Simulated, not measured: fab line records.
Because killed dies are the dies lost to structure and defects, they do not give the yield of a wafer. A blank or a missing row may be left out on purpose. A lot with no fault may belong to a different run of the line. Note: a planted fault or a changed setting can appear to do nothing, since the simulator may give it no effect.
Code-filled problem report in 8D (eight disciplines) form || flow sky130 || the parts of the form that need people (team, actions taken, sign-off) are left out

1. THE ISSUE
Mean VIA1_HDPCVD_THK at SKY_VIA1_THK_MEAS_01: 835 nm over 9 wafers in 3 lots; fault-free wafers: 1037 nm, standard deviation 9.6. Measured from the usual mean, that is -21 standard deviations.
Seen first at day 35 09:47 on filmMetro-03, wafer L813.3. At this step, 36 wafers from 12 lots have a number in the record. Rule for "out" (also "out of limits"): further than 4 standard deviations from the usual mean. Any other wafer with a number is counted as sound.

2. WHAT IT IS, AND WHAT IT ISN'T
{"question": "which readings at this step", "is": "VIA1_HDPCVD_THK", "is not": "-"}
{"question": "which lots", "is": "L813, L817, L818", "is not": "L806, L808, L809, L810, L811, L812, L814, L825, L827"}
{"question": "which wafers of those lots", "is": "all that have a number", "is not": "-"}
{"question": "read on which gauges", "is": "filmMetro-03, filmMetro-04", "is not": "filmMetro-02"}
{"question": "when", "is": "from day 35 09:47", "is not": "up to then (18 sound wafers); but 9 sound wafers of L814, L825, L827 came after"}

3. SUSPECTS, AND WHAT RULES EACH OUT
Counting: a tool at any process step up to the reading remains a suspect when it ran all the lots that are out and ran no sound lot after the first of those.
- the gauge at SKY_VIA1_THK_MEAS_01 has been ruled out. Those wafers that are out were read across 2 gauges (filmMetro-03, filmMetro-04).
- hdpcvd-02 at SKY_VIA1_HDPCVD_00 (deposits SiO2, target thk 1030 nm, time 171.7 s): kept. Every lot that is out went through it, starting with L813 (day 35 09:40), and after that it ran no sound lot; the last sound lot it ran before then is L810 (day 35 03:41). On those wafers its own readings are out: sih4FlowSccm.
After counting, what remains is hdpcvd-02 at SKY_VIA1_HDPCVD_00.

4. THE CAUSE (what the simulator had put in)
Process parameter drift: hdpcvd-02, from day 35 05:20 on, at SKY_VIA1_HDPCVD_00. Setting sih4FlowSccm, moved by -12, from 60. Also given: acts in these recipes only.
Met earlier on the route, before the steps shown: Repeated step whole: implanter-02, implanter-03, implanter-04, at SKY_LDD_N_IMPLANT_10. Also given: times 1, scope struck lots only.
Only this tool survived the counting.

5. SEQUENCE OF EFFECTS, ordered by route
Each row: a reading whose mean over the struck wafers that have a number lies more than 3 standard deviations from the usual. Only readings for which the record gives a usual standard deviation are gone through. hours: the time from each lot's start at the first step in this table that gives one to its start at this step, as a median over the lots. sigmas: the change in usual standard deviations.
{"hours": 0, "step": "SKY_VIA1_HDPCVD_00", "reading": "sih4FlowSccm", "usual": "60.02 sccm", "on struck wafers": 47.99, "change": -12.03, "sigmas": -71}
{"hours": 0, "step": "SKY_VIA1_THK_MEAS_01", "reading": "VIA1_HDPCVD_THK", "usual": "1037 nm", "on struck wafers": 835, "change": -202, "sigmas": -21}
It contains these process steps:
- SKY_VIA1_HDPCVD_00: deposits SiO2, target thk 1030 nm, time 171.7 s.
At these later measuring or inspecting steps, every struck wafer for which the step has a row has a number for every such reading, and none has moved that far: SKY_VIA1_CD_MEAS_12.

6. HOW IT WOULD HAVE BEEN CAUGHT EARLIER
Counted from the fault's start at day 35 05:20, it took 4 hours until the first out-of-limits reading at a measuring or inspecting step in this record, taken at day 35 09:47.
Tool's own readings at SKY_VIA1_HDPCVD_00, sih4FlowSccm: out on all struck wafers the step has rows for; an alarm limit on them would have tripped on the first.
Among the 3 lots that are out, L817, L818 began SKY_VIA1_HDPCVD_00 on hdpcvd-02 after day 35 09:47. A hold on the tool at that time would have spared those 2.
